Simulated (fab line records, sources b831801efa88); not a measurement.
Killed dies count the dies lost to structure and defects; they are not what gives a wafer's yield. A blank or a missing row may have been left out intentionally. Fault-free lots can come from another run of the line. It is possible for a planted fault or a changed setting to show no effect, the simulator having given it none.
Shared-tool check + flow gf180mcu + Lots sampled 12, wafers sampled 36

## WHY IT WAS OPENED
At GF_V1_THK_MEAS_01 the reading V1_CVD_00_THK is flagged on 2 of 12 lots. Fault-free wafers read 600 nm, with a standard deviation of 8.8.
Rule: flag the lot when none of its wafers has a number, or when each of its wafers that has one lies beyond 4 standard deviations from that mean. The rest of the lots are taken to be sound.

| lot  | measured     | on            | V1_CVD_00_THK (nm), wafer by wafer | flag    |
|------|--------------|---------------|------------------------------------|---------|
| L710 | day 17 18:43 | film-metro-04 | 599 595 597                        |         |
| L708 | day 17 21:10 | film-metro-04 | 600 614 601                        |         |
| L713 | day 18 16:40 | film-metro-02 | 307 303 304                        | FLAGGED |
| L715 | day 19 05:22 | film-metro-04 | 600 604 597                        |         |
| L716 | day 19 20:32 | film-metro-02 | 296 295 301                        | FLAGGED |
| L723 | day 22 05:44 | film-metro-04 | 618 611 600                        |         |
| L724 | day 22 12:37 | film-metro-01 | 603 608 610                        |         |
| L725 | day 23 01:28 | film-metro-02 | 589 607 595                        |         |
| L726 | day 23 05:40 | film-metro-02 | 614 606 618                        |         |
| L727 | day 23 17:40 | film-metro-04 | 584 603 579                        |         |
| L728 | day 24 00:12 | film-metro-04 | 591 601 589                        |         |
| L730 | day 24 15:48 | film-metro-04 | 605 598 600                        |         |
Average over the flagged lots: 301 nm; offset from the usual -299 nm, equal to -34 standard deviations.

## EACH LOT AND THE TOOL IT RAN ON
Before the reading, the record contains 3 process steps out of a 602-step route. Read each cell as the tool, then ch plus the chambers that the sampled wafers visited, then the start.
| lot  | flag    | GF_CONTACT_ETCH_16                 | GF_CONTACT_CMP_27             | GF_V1_CVD_00                     |
|------|---------|------------------------------------|-------------------------------|----------------------------------|
| L710 |         | rie-diel-04 ch 1,3, day 16 15:50   | cmp-02 ch 2,3, day 16 16:49   | hdpcvd-01 ch 1,2, day 17 18:38   |
| L708 |         | rie-diel-04 ch 1,2,3, day 16 18:08 | cmp-01 ch 0,1,2, day 16 19:14 | hdpcvd-02 ch 1,2, day 17 21:06   |
| L713 | FLAGGED | rie-diel-01 ch 1,3, day 17 13:17   | cmp-01 ch 0,1,3, day 17 14:14 | hdpcvd-02 ch 1,2, day 18 16:35   |
| L715 |         | rie-diel-01 ch 0,2, day 18 02:08   | cmp-01 ch 1,2, day 18 03:04   | hdpcvd-01 ch 1,2, day 19 05:18   |
| L716 | FLAGGED | rie-diel-04 ch 2,3, day 18 16:11   | cmp-02 ch 0,1,3, day 18 17:12 | hdpcvd-02 ch 0,1, day 19 20:26   |
| L723 |         | rie-diel-04 ch 0,1, day 21 05:11   | cmp-02 ch 0,2, day 21 06:11   | hdpcvd-01 ch 0,1,2, day 22 05:39 |
| L724 |         | rie-diel-04 ch 0,1, day 21 11:41   | cmp-01 ch 0,1,2, day 21 12:43 | hdpcvd-02 ch 1,2, day 22 12:31   |
| L725 |         | rie-diel-03 ch 0,1,3, day 22 00:28 | cmp-02 ch 0,1,3, day 22 01:18 | hdpcvd-02 ch 0,2, day 23 01:24   |
| L726 |         | rie-diel-04 ch 0,1, day 22 04:53   | cmp-01 ch 1,2, day 22 05:47   | hdpcvd-02 ch 1,2, day 23 05:36   |
| L727 |         | rie-diel-03 ch 0,2, day 22 17:26   | cmp-02 ch 0,1,3, day 22 18:23 | hdpcvd-02 ch 0,1, day 23 17:36   |
| L728 |         | rie-diel-03 ch 0,2,3, day 22 23:53 | cmp-01 ch 0,1,2, day 23 00:44 | hdpcvd-02 ch 1,2, day 24 00:07   |
| L730 |         | rie-diel-03 ch 0,1, day 23 15:11   | cmp-01 ch 0,1,2, day 23 16:05 | hdpcvd-02 ch 1,2, day 24 15:42   |
What these steps do:
- GF_CONTACT_ETCH_16: etches BARC in N2/H2.
- GF_CONTACT_CMP_27: polishes, stops on SiO2, t overpolish 15 s, target thk 0 nm.
- GF_V1_CVD_00: deposits SiO2, target thk 600 nm, time 100 s.
- GF_V1_THK_MEAS_01

## FLAGGED OVER TOTAL, TOOL BY TOOL (the gauges that took the reading come last)
| step               | tool          | lots run | flagged | share of the flagged lots | sound lots run after its first flagged lot |
|--------------------|---------------|----------|---------|---------------------------|--------------------------------------------|
| GF_CONTACT_ETCH_16 | rie-diel-01   | 2        | 1       | some                      | 1 (L715)                                   |
| GF_CONTACT_ETCH_16 | rie-diel-03   | 4        | 0       | none                      | -                                          |
| GF_CONTACT_ETCH_16 | rie-diel-04   | 6        | 1       | some                      | 3 (L723,L724,L726)                         |
| GF_CONTACT_CMP_27  | cmp-01        | 7        | 1       | some                      | 5 (L715,L724,L726,L728,L730)               |
| GF_CONTACT_CMP_27  | cmp-02        | 5        | 1       | some                      | 3 (L723,L725,L727)                         |
| GF_V1_CVD_00       | hdpcvd-01     | 3        | 0       | none                      | -                                          |
| GF_V1_CVD_00       | hdpcvd-02     | 9        | 2       | all                       | 6 (L724,L725,L726,L727,L728,L730)          |
| GF_V1_THK_MEAS_01  | film-metro-01 | 1        | 0       | none                      | -                                          |
| GF_V1_THK_MEAS_01  | film-metro-02 | 4        | 2       | all                       | 2 (L725,L726)                              |
| GF_V1_THK_MEAS_01  | film-metro-04 | 7        | 0       | none                      | -                                          |

## THE TABLE: WHAT IT ALLOWS
2 rows of the table ran every flagged lot: hdpcvd-02 at GF_V1_CVD_00, film-metro-02 at GF_V1_THK_MEAS_01.
- hdpcvd-02 at GF_V1_CVD_00 ran 9 lots, 2 of them flagged. Sound lots ran on it after the first flagged one (L724, L725, L726, L727, L728, L730), which a lasting fault on the whole tool wouldn't allow. Its own readings lie more than 4 standard deviations out on every wafer of the flagged lots: sih4-flow-sccm.
- film-metro-02 at GF_V1_THK_MEAS_01 ran 4 lots, 2 of them flagged. Sound lots ran on it after the first flagged one (L725, L726), which a lasting fault on the whole tool wouldn't allow.
Not one row of the table ran every flagged lot while running no sound lot after the first.

## WHAT THE SIMULATOR PUT IN
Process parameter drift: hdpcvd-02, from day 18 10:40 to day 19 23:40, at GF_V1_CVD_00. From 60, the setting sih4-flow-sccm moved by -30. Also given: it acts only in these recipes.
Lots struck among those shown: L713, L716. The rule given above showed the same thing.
